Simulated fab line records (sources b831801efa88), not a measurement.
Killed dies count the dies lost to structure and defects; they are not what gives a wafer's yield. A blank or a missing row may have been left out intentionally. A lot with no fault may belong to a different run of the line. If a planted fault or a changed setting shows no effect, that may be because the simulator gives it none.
A lot that was struck, set against a sound lot -- flow gf180mcu -- 16 out of 602 route steps
Sound: wafers L862.2, L862.3, L862.5. Wafers struck: L868.2, L868.4, L868.6. The cause is given at the end.
For every step that has rows: the tool of each side, followed by ch and its chambers, followed by its first start. Under that, the readings that differ: sound wafers -- struck wafers -- difference of the means -- sigmas: that difference in standard deviations of wafers without a fault.
alike: readings with means less than 2 such deviations apart, plus words and numbers identical on both sides. not compared: withheld readings, readings lacking a value on some wafer, bounds such as >300 that could conceal the same value, and numbers that have no deviation in the record and whose values overlap.
A row with sigmas, a row that says differs or no value, or rows on one side alone: a step with any of these is where the two part. When numbers do not overlap yet have no deviation, they are printed without sigmas and do not part them. A reading missing from all wafers of one side parts the sides only when that side holds two or more wafers.

first, 6 steps without rows for these wafers: GF_M4_HMDS_08 (prime time 60 s); GF_M4_COAT_09 (resist thk 1000 nm); GF_M4_SOFTBAKE_10 (time 60 s); GF_M4_EXPOSE_11 (exposes mask Metal4, target cd 280 nm); GF_M4_PEB_12 (peb time 90 s); GF_M4_DEVELOP_13 (develop time 60 s).
GF_M4_CD_MEAS_14: the cd target is 280 nm.
  sound on cd sem-02 at day 23 10:02; struck on cd sem-02 at day 25 07:37
reading,sound,struck,difference,sigmas
cd nm (nm),278.0 279.6 277.5,280.6 278.8 281.9,+2.1,+2
GF_M4_OVL_MEAS_15:
  sound on overlay-02 at day 23 10:09; struck on overlay-01 at day 25 07:44
  alike: M4_OVL
GF_M4_METAL_ETCH_16: etches the open film in Cl2/BCl3, stops on SiO2, target depth 627.5 nm, time 104.6 s.
  sound on rie metal-04 ch 0,1, day 23 10:11; struck on rie metal-04 ch 1, day 25 07:46
  alike: bias w, drypump motor current A, oes product au, throttle valve pct
  not compared: rf hours counter h
GF_M4_STRIP_17: strips in O2/N2.
  sound on plasma asher-03 ch 0,1, day 23 10:17; struck on plasma asher-01 ch 0, day 25 07:52
  alike: drypump motor current A, heater power w, oes product au, strip time to endpoint s
  not compared: rf hours counter h
then, 2 steps without rows for these wafers: GF_M4_STRIP_18 (strips in post etch residue remover, time 1200 s); GF_M4_CLEAN_19 (cleans in DIW).
GF_V4_CVD_00: deposits SiO2, target thk 600 nm, time 100 s.
  sound on hdpcvd-01 ch 0,2, day 23 10:49; struck on hdpcvd-01 ch 0,2, day 25 08:24
  alike: sih4 flow sccm
GF_V4_THK_MEAS_01:
  sound on film metro-04 at day 23 10:55; struck on film metro-03 at day 25 08:30
reading,sound,struck,difference,sigmas
V4_CVD_00_THK (nm),592 596 594,463 472 461,-129,-15
GF_V4_CVD_02: deposits SiO2 from TEOS, target thk 850 nm, time 94.851 s.
  sound on pecvd-01 ch 0,1,2, day 23 10:58; struck on pecvd-03 ch 1,2, day 25 08:33
  alike: heater power w
-- the record jumps here: 5 days lie between the struck wafers' starts before and after (it left off in module V4 and takes up again in module PASSIVATION, whose first step shown is number 602 of the route) --
GF_PASSIVATION_PROBE_99:
  sound on prober-01 at day 29 01:02; struck on prober-01 at day 30 15:32
reading,sound,struck,difference,sigmas
model.etest.tester.sort_bin_3_pct (%),0.2033 0.2033 0.2033,0.813 0.813 0.6098,+0.542,

== WHERE THEY PART ==
At GF_M4_CD_MEAS_14 first; at GF_V4_THK_MEAS_01 last (within this record only). Later steps at which nothing parts them and some readings are alike: GF_V4_CVD_02.

WHY: whatever the simulator had introduced
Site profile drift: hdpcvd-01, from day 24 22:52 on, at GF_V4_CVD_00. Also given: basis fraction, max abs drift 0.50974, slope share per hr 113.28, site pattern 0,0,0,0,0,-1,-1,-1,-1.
